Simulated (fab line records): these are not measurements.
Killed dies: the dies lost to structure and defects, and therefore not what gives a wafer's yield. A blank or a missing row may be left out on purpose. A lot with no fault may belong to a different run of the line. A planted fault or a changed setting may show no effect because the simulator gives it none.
Chamber matching + flow sky130 + SKY_VIA2_HDPCVD_00 on hdpcvd-02: 3 sister chambers
The step deposits SiO2, target thk 1180 nm, time 196.7 s. 14 wafers are shown with their chamber, then 7 later ones without.

## WAFERS WITH THEIR CHAMBER
| wafer  | chamber | susceptor temp C (C) |
|--------|---------|----------------------|
| L306.1 | 1       | 400.17               |
| L306.5 | 1       | 400.45               |
| L306.6 | 2       | 400.19               |
| L307.2 | 2       | 399.78               |
| L307.4 | 2       | 400.21               |
| L307.6 | 0       | 400.10               |
| L308.1 | 0       | 399.97               |
| L308.4 | 2       | 399.99               |
| L308.5 | 0       | 399.96               |
| L311.2 | 2       | 400.16               |
| L311.3 | 1       | 400.14               |
| L311.4 | 0       | 399.52               |
| L325.3 | 0       | 400.02               |
| L325.5 | 1       | 399.78               |

SIGNATURES (means of the wafers above)
| reading          | chamber 0 | chamber 1 | chamber 2 | scatter within a chamber |
|------------------|-----------|-----------|-----------|--------------------------|
| susceptor temp C | 399.9140  | 400.1350  | 400.0660  | 0.227                    |
Rule: for each reading, subtract the chamber's mean from the wafer's reading, divide by that reading's scatter and square the result; add these up over the readings and take the root, which gives the wafer's distance from the chamber. If the next closest chamber is less than 2 further off than the closest, the wafer can't be placed; otherwise it belongs to the closest. The scatter: the root of (the sum of the squares of (reading less its chamber's mean) over the shown wafers, divided by (wafers less chambers)).

## WAFERS WITH NO CHAMBER GIVEN
| wafer  | susceptor temp C (C) |
|--------|----------------------|
| L325.6 | 400.15               |
| L327.1 | 399.81               |
| L327.2 | 400.32               |
| L327.3 | 400.20               |
| L328.2 | 400.33               |
| L328.3 | 399.94               |
| L328.6 | 399.87               |

## THE CHAMBER EACH PASSED THROUGH
| wafer  | from the rows above          | in truth |
|--------|------------------------------|----------|
| L325.6 | can't be placed: 1 or 2 or 0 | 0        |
| L327.1 | can't be placed: 0 or 2 or 1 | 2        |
| L327.2 | can't be placed: 1 or 2 or 0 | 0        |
| L327.3 | can't be placed: 1 or 2 or 0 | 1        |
| L328.2 | can't be placed: 1 or 2 or 0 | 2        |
| L328.3 | can't be placed: 0 or 2 or 1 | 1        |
| L328.6 | can't be placed: 0 or 2 or 1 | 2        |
Placed correctly: 0 of 7. Unplaceable from these rows: 7, with the true chamber sitting among the candidates in 7. Placed wrongly: 0.
